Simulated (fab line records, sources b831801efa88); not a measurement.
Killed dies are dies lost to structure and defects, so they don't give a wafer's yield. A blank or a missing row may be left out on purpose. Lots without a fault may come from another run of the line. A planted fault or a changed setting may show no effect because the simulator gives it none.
fab line records | flow gf180mcu
record lots=6 wafers=18 last_day=34
route steps=602 shown M2@370 V2@382
lots that met no fault: from a run of the same line without faults
start_h: hours from the record's first day to the start of the lot's first wafer shown | wait_h: hours since the lot's step before | " the same as in the row above | L1.1+2: a row that stands for several wafers | - no value, or no start given | * or withheld: withheld | < > ~ a bound
route shown NAME@n: a module of which the file shows steps, and the number in the route of the first | usual: mean/standard deviation of fault-free wafers | same: alike in all rows | chamber/n: place in a boat | sites: the reading at each site | _std_site: their standard deviation | _edge_site: outer sites' mean less inner sites' | radius_mm: how far each site lies from the wafer's centre | mask NAME#n: copy n | behind: the tool/chamber that last shaped the wafer | hold: why the lot was held/for how many hours/how that ended | device: the transistor (n, p or np) that didn't switch | end of line: the same wafers' tests at the end of the route | a step without rows: its recipe alone | killed: dies lost to structure and defects at the first sort, not the wafer's yield | map: a wafer's dies, x killed, . not, _ none there
set.NAME: the setting as run; set.NAME@STEP: as run at that earlier step | model.NAME: the simulator's own value behind a step, which no gauge read
lots at some steps of the route; a table a step, a row a wafer
services: from which hour (start_h, from the record's first day; less than 0 if before it) a tool's chamber was out of use, for how many hours, and why
## steps
# step GF_M2_HMDS_08
# recipe prime_time_s=60 prime_temp_c=120
# step GF_M2_COAT_09
# recipe resist=KrF spin_rpm=withheld resist_thk_nm=1007
# step GF_M2_SOFTBAKE_10
# recipe temp_c=130 time_s=60 resist=KrF
# step GF_M2_EXPOSE_11
# recipe mask_id=Metal2 target_cd_nm=280 na=0.68 source_shape=conventional sigma_outer=0.6 dose_mj=28
# step GF_M2_PEB_12
# recipe peb_temp_c=135 peb_time_s=90 resist=KrF
# step GF_M2_DEVELOP_13
# recipe develop_time_s=60 dev_temp_c=21
# step GF_M2_CD_MEAS_14
# recipe target_cd_nm=280
# usual cd_nm=280.0/1.2
# columns lot.wafer tool chamber start_h wait_h cd_nm
L829.2 cd_sem-02 - 454.73 0.1 282.0
L829.4 " - " " 279.5
L829.5 " - " " 279.3
L830.1 cd_sem-02 - 458.26 0.1 281.0
L830.4 " - " " 281.2
L830.6 " - " " 280.6
L838.2 cd_sem-02 - 532.78 0.1 277.7
L838.4 " - " " 279.5
L838.5 " - " " 280.5
L839.2 cd_sem-02 - 539.83 0.1 279.7
L839.4 " - " " 279.5
L839.5 " - " " 281.1
L846.2 cd_sem-01 - 607.67 0.1 280.6
L846.3 " - " " 280.4
L846.4 " - " " 281.4
L850.1 cd_sem-01 - 629.31 0.1 282.2
L850.3 " - " " 281.6
L850.4 " - " " 281.4
# step GF_M2_OVL_MEAS_15
# usual M2_OVL=3/4.8
# columns lot.wafer tool chamber start_h wait_h M2_OVL[nm]
L829.2 overlay-01 - 454.86 0.1 10
L829.4 " - " " 4
L829.5 " - " " 4
L830.1 overlay-01 - 458.38 0.1 6
L830.4 " - " " 6
L830.6 " - " " 7
L838.2 overlay-01 - 532.88 0.1 5
L838.4 " - " " 7
L838.5 " - " " 4
L839.2 overlay-01 - 539.94 0.1 8
L839.4 " - " " 11
L839.5 " - " " 3
L846.2 overlay-01 - 607.78 0.1 5
L846.3 " - " " 8
L846.4 " - " " 8
L850.1 overlay-02 - 629.43 0.1 2
L850.3 " - " " 3
L850.4 " - " " 3
# step GF_M2_METAL_ETCH_16
# recipe chemistry=Cl2/BCl3 mask_material=KrF target_depth_nm=750.8 stop_on=SiO2 pressure_mtorr=8 icp_w=800 bias_w=140 Cl2_flow_sccm=80 bcl3_flow_sccm=40 time_s=125.1
# usual drypump_motor_current_A=5.31/0.29 he_backside_leak_sccm=3.26/0.19 mfc_cl2_sccm=80.00/0.22 oes_product_au=0.989/0.0054 throttle_valve_pct=28.231/0.01
# columns lot.wafer tool chamber start_h wait_h drypump_motor_current_A he_backside_leak_sccm mfc_cl2_sccm oes_product_au rf_hours_counter_h throttle_valve_pct
L829.2 rie_metal-02 1 454.89 0.0 4.90 3.12 80.29 0.994 0.2 28.221
L829.4 " 0 " " 5.58 3.24 80.32 0.995 - 28.246
L829.5 " 0 " " 5.56 3.36 80.36 0.995 - 28.227
L830.1 rie_metal-02 1 458.41 0.0 4.91 4.71 80.04 0.995 0.3 28.227
L830.4 " 0 " " 5.60 3.25 80.47 0.991 - 28.237
L830.6 " 0 " " 5.59 3.20 80.58 0.986 - 28.223
L838.2 rie_metal-04 1 532.91 0.0 5.25 3.14 80.10 0.989 4.6 28.221
L838.4 " 0 " " 5.39 3.30 79.88 0.991 - 28.206
L838.5 " 1 " " 5.24 2.99 80.13 0.988 - 28.242
L839.2 rie_metal-04 1 539.97 0.0 5.22 3.21 79.78 0.994 4.8 28.208
L839.4 " 0 " " 5.45 3.22 79.74 0.999 - 28.228
L839.5 " 0 " " 5.44 3.08 79.77 0.991 - 28.232
L846.2 rie_metal-02 1 607.81 0.0 4.92 3.22 79.77 0.985 4.2 28.223
L846.3 " 1 " " 4.92 3.30 79.89 0.986 - 28.225
L846.4 " 0 " " 5.62 3.30 79.92 0.981 - 28.221
L850.1 rie_metal-02 0 629.47 0.0 5.60 3.16 79.71 0.976 8.6 28.222
L850.3 " 0 " " 5.57 3.41 80.01 0.989 - 28.233
L850.4 " 1 " " 4.93 3.37 80.07 0.981 - 28.239
# step GF_M2_STRIP_17
# recipe chemistry=O2/N2 power_w=1400 pressure_mtorr=1500 platen_temp_c=250 o2_flow_sccm=3000 n2_flow_sccm=300 overash_fraction=0.5
# usual drypump_motor_current_A=5.77/0.15 heater_power_w=341/33 oes_product_au=0.540/0.005 platen_temp_c=249.97/0.17 strip_time_to_endpoint_s=7.45/0.039
# columns lot.wafer tool chamber start_h wait_h drypump_motor_current_A heater_power_w oes_product_au platen_temp_c rf_hours_counter_h strip_time_to_endpoint_s
L829.2 plasma_asher-01 1 455.02 0.1 5.73 353 0.537 249.98 82 7.47
L829.4 " 0 " " 5.65 292 0.532 249.81 - 7.42
L829.5 " 0 " " 5.66 291 0.540 249.66 - 7.40
L830.1 plasma_asher-03 1 458.54 0.1 5.90 390 0.540 250.07 68 7.43
L830.4 " 0 " " 5.70 390 0.544 249.91 - 7.44
L830.6 " 1 " " 5.91 380 0.543 249.99 - 7.40
L838.2 plasma_asher-01 1 533.04 0.1 5.72 368 0.537 250.05 90 7.50
L838.4 " 0 " " 5.63 293 0.540 249.87 - 7.45
L838.5 " 0 " " 5.64 296 0.539 249.94 - 7.51
L839.2 plasma_asher-01 1 540.10 0.1 5.71 357 0.540 249.82 90 7.47
L839.4 " 1 " " 5.72 354 0.535 249.94 - 7.43
L839.5 " 1 " " 5.71 355 0.532 249.95 - 7.46
L846.2 plasma_asher-04 0 607.94 0.1 5.90 320 0.542 249.90 51 7.44
L846.3 " 1 " " 6.06 346 0.542 250.00 - 7.46
L846.4 " 0 " " 5.88 329 0.530 249.78 - 7.41
L850.1 plasma_asher-01 1 629.60 0.1 5.72 359 0.535 250.00 100 7.53
L850.3 " 0 " " 5.66 297 0.542 250.14 - 7.55
L850.4 " 1 " " 5.73 347 0.542 249.92 - 7.52
# step GF_M2_STRIP_18
# recipe chemistry=post_etch_residue_remover time_s=1200 temp_c=72.5
# step GF_M2_CLEAN_19
# recipe chemistry=DIW dry=n2_spin
# step GF_V2_CVD_00
# recipe material=SiO2 target_thk_nm=600 sigma_open_frac=0.3 temp_c=400 time_s=100 sih4_flow_sccm=60 pressure_mtorr=6
# usual sih4_flow_sccm=60.00/0.18
# columns lot.wafer tool chamber start_h wait_h sih4_flow_sccm model.SiO2_of_V2_CVD_00.thk_nm
L829.2 hdpcvd-01 2 455.56 0.0 60.08 594.6
L829.4 " 1 " " 59.89 596.2
L829.5 " 2 " " 59.97 597.7
L830.1 hdpcvd-01 0 459.11 0.0 59.61 610.6
L830.4 " 2 " " 59.78 605.9
L830.6 " 0 " " 59.58 610.6
L838.2 hdpcvd-01 0 533.57 0.0 48.07 488.6
L838.4 " 1 " " 60.14 605.3
L838.5 " 2 " " 60.03 603.5
L839.2 hdpcvd-01 1 540.64 0.0 60.12 602.7
L839.4 " 0 " " 48.22 485.2
L839.5 " 1 " " 60.19 606.9
L846.2 hdpcvd-02 0 608.47 0.0 59.79 591.8
L846.3 " 2 " " 60.30 584
L846.4 " 2 " " 60.44 592.4
L850.1 hdpcvd-02 0 630.14 0.0 60.05 596.6
L850.3 " 1 " " 60.20 602.3
L850.4 " 0 " " 60.14 605.2
# step GF_V2_THK_MEAS_01
# recipe reads=SiO2_of_V2_CVD_00
# usual V2_CVD_00_THK=601/7.3
# columns lot.wafer tool chamber start_h wait_h V2_CVD_00_THK[nm]
L829.2 film_metro-03 - 455.64 0.0 595
L829.4 " - " " 596
L829.5 " - " " 598
L830.1 film_metro-01 - 459.18 0.0 610
L830.4 " - " " 606
L830.6 " - " " 611
L838.2 film_metro-02 - 533.66 0.0 489
L838.4 " - " " 605
L838.5 " - " " 603
L839.2 film_metro-03 - 540.72 0.0 603
L839.4 " - " " 485
L839.5 " - " " 607
L846.2 film_metro-02 - 608.56 0.0 591
L846.3 " - " " 583
L846.4 " - " " 592
L850.1 film_metro-03 - 630.21 0.0 597
L850.3 " - " " 602
L850.4 " - " " 606
# step GF_V2_CVD_02
# recipe material=SiO2 target_thk_nm=850 precursor=TEOS temp_c=400 time_s=94.851 rf_w=600
# usual heater_power_w=612/86
# columns lot.wafer tool chamber start_h wait_h heater_power_w
L829.2 pecvd-03 2 455.69 0.0 755
L829.4 " 0 " " 650
L829.5 " 2 " " 624
L830.1 pecvd-03 0 459.24 0.1 591
L830.4 " 2 " " 632
L830.6 " 1 " " 649
L838.2 pecvd-04 2 533.71 0.0 559
L838.4 " 1 " " 595
L838.5 " 2 " " 605
L839.2 pecvd-01 1 540.77 0.0 554
L839.4 " 0 " " 769
L839.5 " 1 " " 582
L846.2 pecvd-01 0 608.61 0.0 767
L846.3 " 1 " " 547
L846.4 " 2 " " 503
L850.1 pecvd-03 1 630.27 0.1 574
L850.3 " 2 " " 684
L850.4 " 1 " " 634
## services
# columns tool chamber start_h hours kind
pecvd-03 - 443.14 7.7 repair
pecvd-03 2 444.84 6.6 repair
pecvd-04 1 453.06 6.5 repair
plasma_asher-01 - 457.29 3.4 repair
plasma_asher-04 - 458.41 4.4 repair
pecvd-04 - 478.18 0.5 repair
hdpcvd-01 0 489.00 4.3 repair
pecvd-01 - 489.63 14.6 pm
plasma_asher-01 - 493.03 1.7 repair
hdpcvd-02 - 505.52 0.8 repair
plasma_asher-03 - 522.22 0.7 repair
pecvd-04 2 538.19 5.3 repair
hdpcvd-02 - 539.25 15.0 pm
hdpcvd-01 - 544.43 0.5 repair
pecvd-01 - 574.14 0.8 pm
plasma_asher-03 - 587.47 3.4 repair
pecvd-01 - 589.03 1.4 repair
rie_metal-04 0 590.49 9.3 repair
pecvd-03 - 591.12 14.0 pm
pecvd-03 0 591.12 14.0 vent_cycle
pecvd-03 1 591.12 14.0 vent_cycle
hdpcvd-01 - 601.82 2.8 pm
plasma_asher-03 - 606.88 17.8 repair
plasma_asher-03 - 624.72 2.8 pm
## key
first_sign step=GF_V2_CVD_00 reading=sih4_flow_sccm direction=down sigmas=66 usual=60.00 struck=48.15
effect step=GF_V2_THK_MEAS_01 reading=V2_CVD_00_THK direction=down sigmas=16 usual=601 struck=487
model_effect step=GF_V2_CVD_00 value=SiO2_of_V2_CVD_00.thk_nm without=606.9 struck=486.9
met_at GF_V2_CVD_00
struck_wafers L838.2,L839.4
onset_between 459.11 533.57
fault kind=process_parameter_drift tool=hdpcvd-01 chamber=0 onset_h=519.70 steps=GF_V2_CVD_00 channel=sih4_flow_sccm offset=-12 shape=step end_h=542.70 acts_in=these_recipes_only stated=60
